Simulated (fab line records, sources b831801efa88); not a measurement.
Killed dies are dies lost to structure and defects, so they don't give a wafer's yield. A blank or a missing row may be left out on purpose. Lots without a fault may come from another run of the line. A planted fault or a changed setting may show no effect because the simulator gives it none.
Which tool did it? | flow gf180mcu | 24 lots, 72 wafers sampled, at 2 steps of a route of 602

WHAT THE GAUGES READ, wafer by wafer
GF_M1_OVL_MEAS_15. Usual: M1_OVL 0 nm, standard deviation 6.
lot  | measured     | on         | M1_OVL (nm) | flag
L074 | day 16 22:19 | overlay-01 | -4 -8 -8    |
L075 | day 17 09:37 | overlay-02 | -3 1 -1     |
L076 | day 17 16:27 | overlay-02 | 3 8 -3      |
L077 | day 17 23:24 | overlay-02 | 2 0 5       |
L078 | day 18 14:58 | overlay-02 | 2 7 8       |
L079 | day 19 04:19 | overlay-02 | -6 -21 -13  |
L080 | day 19 10:47 | overlay-02 | 6 -1 4      |
L081 | day 19 20:59 | overlay-02 | -6 -11 -5   |
L082 | day 20 18:01 | overlay-01 | -6 -9 -1    |
L083 | day 21 00:37 | overlay-01 | 4 0 -3      |
L084 | day 21 01:16 | overlay-01 | 7 6 4       |
L086 | day 21 17:31 | overlay-02 | 1 4 6       |
L085 | day 21 18:53 | overlay-01 | -1 0 -3     |
L087 | day 22 09:33 | overlay-01 | 3 1 0       |
L088 | day 22 18:04 | overlay-02 | -7 -6 -2    |
L089 | day 22 18:41 | overlay-02 | 8 4 6       |
L090 | day 23 04:34 | overlay-02 | 3 1 1       |
L091 | day 23 13:46 | overlay-02 | -5 -10 2    |
L092 | day 23 22:37 | overlay-01 | 3 16 11     |
L094 | day 24 07:19 | overlay-01 | 5 5 5       |
L093 | day 24 09:28 | overlay-01 | -3 0 -3     |
L095 | day 24 15:52 | overlay-01 | -12 -5 0    |
L096 | day 24 19:31 | overlay-01 | -9 -3 3     |
L097 | day 25 03:19 | overlay-01 | 1 4 4       |

GF_V1_OVL_MEAS_15. Usual: V1_OVL 1 nm, standard deviation 5.7.
lot  | measured     | on         | V1_OVL (nm) | flag
L074 | day 17 22:13 | overlay-01 | 3 1 1       |
L075 | day 18 10:10 | overlay-02 | -6 0 -1     |
L076 | day 18 17:04 | overlay-02 | -12 -2 -11  |
L077 | day 19 00:43 | overlay-02 | 1 -12 -7    |
L078 | day 19 16:52 | overlay-02 | -3 0 13     |
L079 | day 20 05:47 | overlay-02 | -1 -5 1     |
L080 | day 20 11:55 | overlay-01 | 0 8 6       |
L081 | day 20 22:22 | overlay-01 | 0 0 -2      |
L082 | day 21 19:19 | overlay-01 | 9 3 1       |
L083 | day 22 01:37 | overlay-01 | 1 5 2       |
L084 | day 22 02:34 | overlay-01 | 4 0 -4      |
L086 | day 22 18:08 | overlay-01 | -1 6 1      |
L085 | day 22 19:29 | overlay-01 | 7 -1 0      |
L087 | day 23 10:16 | overlay-01 | 1 0 -6      |
L088 | day 23 17:58 | overlay-01 | 6 5 11      |
L089 | day 23 18:37 | overlay-01 | -2 -6 -1    |
L090 | day 24 05:07 | overlay-01 | 6 8 11      |
L091 | day 24 14:10 | overlay-02 | -7 -1 -3    |
L092 | day 24 21:49 | overlay-01 | -5 2 5      |
L094 | day 25 07:13 | overlay-02 | 5 2 1       |
L093 | day 25 08:25 | overlay-02 | -3 0 -6     |
L095 | day 25 15:34 | overlay-01 | 1 0 4       |
L096 | day 25 17:52 | overlay-01 | 5 8 18      |
L097 | day 26 01:49 | overlay-01 | 0 -1 0      |

WHICH TOOL RAN EACH LOT (tool, then ch and the chambers of the sampled wafers, then the start)
The record holds no process step before these readings.

WHAT THE TOOLS THEMSELVES READ (means of the sampled wafers that have a number; where no wafer has one, the mark that the record gives instead)
The record holds no such reading with a usual standard deviation.

THE ANSWER, worked out from the rows above alone
Rule: a lot is off if the mean of its wafers that have a number lies more than 3 standard deviations from the usual mean. A lot without any number at a reading at which 4 lots or more have one is off too. The other lots that the step has rows for count as sound. The gauges are gone through in route order, then the tools' own readings, and for those a lot's mean is taken as printed above. The first step at which some lot is off is used, and at that step the reading that is off furthest; a lot without a number counts as furthest.
No lot is off at any reading shown: from this, nothing can be told.

WHAT THE SIMULATOR HAD PUT IN
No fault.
